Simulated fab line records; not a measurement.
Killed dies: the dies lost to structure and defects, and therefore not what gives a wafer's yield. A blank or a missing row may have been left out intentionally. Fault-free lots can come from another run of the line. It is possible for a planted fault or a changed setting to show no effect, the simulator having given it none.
Chamber matching -- flow sky130 -- hdpcvd-02 running SKY_VIA4_HDPCVD_00: 3 sister chambers
The step deposits SiO2, target thk 1750 nm, time 291.7 s. 14 wafers are shown with their chamber, then 7 later ones without.

## WAFERS PAIRED WITH THEIR CHAMBERS
wafer,chamber,susceptorTempC (C),sih4FlowSccm (sccm)
L865.2,0,399.78,60.23
L865.3,1,400.02,59.70
L865.4,2,399.58,60.12
L867.1,0,399.76,60.08
L867.3,1,400.31,59.72
L867.5,0,399.80,60.12
L869.1,0,399.93,60.24
L869.2,2,400.24,59.95
L869.6,1,400.21,60.17
L868.2,1,400.09,60.04
L868.3,0,400.01,60.28
L868.5,0,400.06,60.34
L880.3,1,400.17,59.96
L880.4,0,400.20,59.54

SIGNATURES (averages over the wafers above)
reading,chamber 0,chamber 1,chamber 2,scatter within a chamber
susceptorTempC,399.9343,400.1600,399.9100,0.198
sih4FlowSccm,60.1186,59.9180,60.0350,0.237
Rule: a wafer's distance from a chamber is the root of the sum, over the readings, of the square of ((its reading less the chamber's mean) divided by the reading's scatter). The wafer belongs to the nearest chamber; if the next one is less than 2 further off, it can't be placed. The scatter: the root of (the sum of the squares of (reading less its chamber's mean) over the shown wafers, divided by (wafers less chambers)).

## WAFERS WHOSE CHAMBER IS MISSING
wafer,susceptorTempC (C),sih4FlowSccm (sccm)
L880.6,400.24,59.84
L882.1,400.05,60.27
L882.2,400.15,60.09
L882.3,399.70,60.20
L884.1,399.84,59.94
L884.2,399.99,59.61
L884.5,399.72,59.93

## WHICH CHAMBER EACH ONE RAN IN
wafer,from the rows above,in truth
L880.6,can't be placed: 1 or 2 or 0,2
L882.1,can't be placed: 0 or 2 or 1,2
L882.2,can't be placed: 1 or 0 or 2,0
L882.3,can't be placed: 0 or 2 or 1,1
L884.1,can't be placed: 2 or 0 or 1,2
L884.2,can't be placed: 1 or 2 or 0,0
L884.5,can't be placed: 2 or 0 or 1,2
0 of 7 placed correctly. Can't be placed from these rows: 7 (the true chamber is among the candidates in 7). Placed wrongly: 0.
